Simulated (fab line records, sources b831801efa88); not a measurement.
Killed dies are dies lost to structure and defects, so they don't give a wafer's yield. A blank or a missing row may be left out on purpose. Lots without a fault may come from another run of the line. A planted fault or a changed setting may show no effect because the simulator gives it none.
A struck lot beside a sound one | flow sky130 | 15 steps out of a route of 708
Sound: wafers L621.3, L621.5, L621.6. Struck: wafer L639.3. The cause comes at the end.
At each step with rows: each side's tool, then ch and its chambers, then its first start. Under that, the readings that differ: sound wafers | struck wafers | difference of the means | sigmas: that difference in standard deviations of wafers without a fault.
alike: readings whose means differ by less than 2 such deviations, and words and numbers that are the same on both sides. not compared: withheld readings, readings that some wafer has no value for, bounds like >300 that may hide the same value, and numbers for which the record gives no deviation and whose values overlap.
The two part at a step that has a row with sigmas, a row that says differs or no value, or rows on one side only. Numbers that don't overlap but have no deviation are shown without sigmas and don't part them. A reading that every wafer of one side lacks parts them only if that side has two wafers or more.

SKY_VIA3_OVL_MEAS_13:
  sound on overlay-02, day 41 13:05; struck on overlay-01, day 45 19:28
  alike: VIA3_OVL
SKY_VIA3_ETCH_14: etches BARC in N2/H2, stops on SiO2, time 45.9 s, target depth 60 nm.
  sound on rie_diel-01 ch 0,1,3, day 41 13:07; struck on rie_diel-01 ch 1, day 45 19:30
  alike: drypump_motor_current_A, h2_flow_sccm, oes_product_au, throttle_valve_pct
  not compared: rf_hours_counter_h
SKY_VIA3_ETCH_15: etches SiO2 in C4F8/O2/Ar, stops on TiN, target depth 507 nm, time 78 s.
  sound on rie_diel-01 ch 0,1,3, day 41 13:09; struck on rie_diel-01 ch 1, day 45 19:32
  alike: oes_product_au
  not compared: rf_hours_counter_h
then, 4 steps without rows for these wafers: SKY_VIA3_STRIP_16 (strips in O2/N2); SKY_VIA3_STRIP_17 (strips in post etch residue remover, time 1200 s); SKY_VIA3_CLEAN_18 (cleans in IPA, time 180 s); SKY_VIA3_CLEAN_19 (cleans in O3/DIW).
SKY_VIA3_SPUTTER_20: material TiN, target thk 20 nm, time 80 s.
  sound on pvd_sputter-04, day 41 13:49; struck on pvd_sputter-03, day 45 20:11
  alike: throttle_valve_pct
SKY_VIA3_CVD_21: deposits W, target thk 390 nm, time 117.31 s.
  sound on cvd_w-02 ch 0,1, day 41 13:55; struck on cvd_w-01 ch 1, day 45 20:17
  alike: heater_power_outer_w, heater_power_w
SKY_VIA3_RS_MEAS_22: measures by four-point-probe.
  sound on film_metro-01, day 41 14:02; struck on film_metro-02, day 45 20:25
  alike: VIA3_W_RS
SKY_VIA3_THK_MEAS_23: measures by xrf.
  sound on film_metro-01, day 41 14:08; struck on film_metro-02, day 45 20:31
  alike: VIA3_W_THK
SKY_VIA3_CMP_24: polishes, stops on SiO2, t overpolish 20 s, target thk 0 nm.
  sound on cmp-02 ch 0,1,3, day 41 14:20; struck on cmp-01 ch 2, day 45 20:40
  alike: motor_current_A, overpolish_run_s, platen_rpm, time_to_endpoint_s
SKY_METAL4_SPUTTER_00: material Ti, target thk 15 nm, time 10 s.
  sound on pvd_sputter-02, day 41 14:29; struck on pvd_sputter-02, day 45 20:52
  reading                                   | sound           | struck | difference | sigmas
  model.Ti_of_METAL4_SPUTTER_00.thk_nm (nm) | 15.4 15.3 15.56 | 13.7   | -1.7       |
  alike: throttle_valve_pct
then, 1 step without rows for these wafers: SKY_METAL4_SPUTTER_01 (material TiN, target thk 20 nm, time 16.7 s).
-- the record jumps here: 5 days lie between the struck wafers' starts before and after (it left off in module METAL4 and takes up again in module PAD_OPEN, whose first step shown is number 708 of the route) --
SKY_PAD_OPEN_PROBE_99:
  sound on prober-01, day 47 11:14; struck on prober-02, day 50 21:31
  reading                                    | sound                | struck | difference | sigmas
  killed_at_contacts                         | 33 24 29             | 18     | -11        | -2
  model.etest.tip_p.rs_ohm_sq                | 6757 6846 6700       | 7188   | +420       |
  model.etest.pfet_01v8.r_on_ohm_um          | 2934 2909 2914       | 3026   | +107       |
  model.etest.pfet_01v8.drive_ua_um          | 189 194.5 193.9      | 181.4  | -11.1      |
  model.etest.pfet_01v8_mvt.drive_ua_um      | 154.1 153.8 154.3    | 139.4  | -14.7      |
  model.etest.pfet_01v8_hvt.drive_ua_um      | 142.2 144.8 144.6    | 133.1  | -10.8      |
  model.etest.pfet_01v8_mvt.off_log10_a_um   | -10.39 -10.69 -10.22 | -11.84 | -1.41      |
  model.etest.pfet_01v8.off_log10_a_um       | -9.966 -9.847 -9.384 | -10.68 | -0.95      |
  model.etest.sram_pfet_latch.off_log10_a_um | -12.95 -12.79 -12.57 | -13.37 | -0.60      |
  alike: killed_at_M0_to_M3, killed_at_M4_up, killed_at_front_end, killed_at_other, killed_dies, killed_open, killed_short

WHERE THEY PART
Only at SKY_PAD_OPEN_PROBE_99, within this record.

WHY: what the simulator had put in
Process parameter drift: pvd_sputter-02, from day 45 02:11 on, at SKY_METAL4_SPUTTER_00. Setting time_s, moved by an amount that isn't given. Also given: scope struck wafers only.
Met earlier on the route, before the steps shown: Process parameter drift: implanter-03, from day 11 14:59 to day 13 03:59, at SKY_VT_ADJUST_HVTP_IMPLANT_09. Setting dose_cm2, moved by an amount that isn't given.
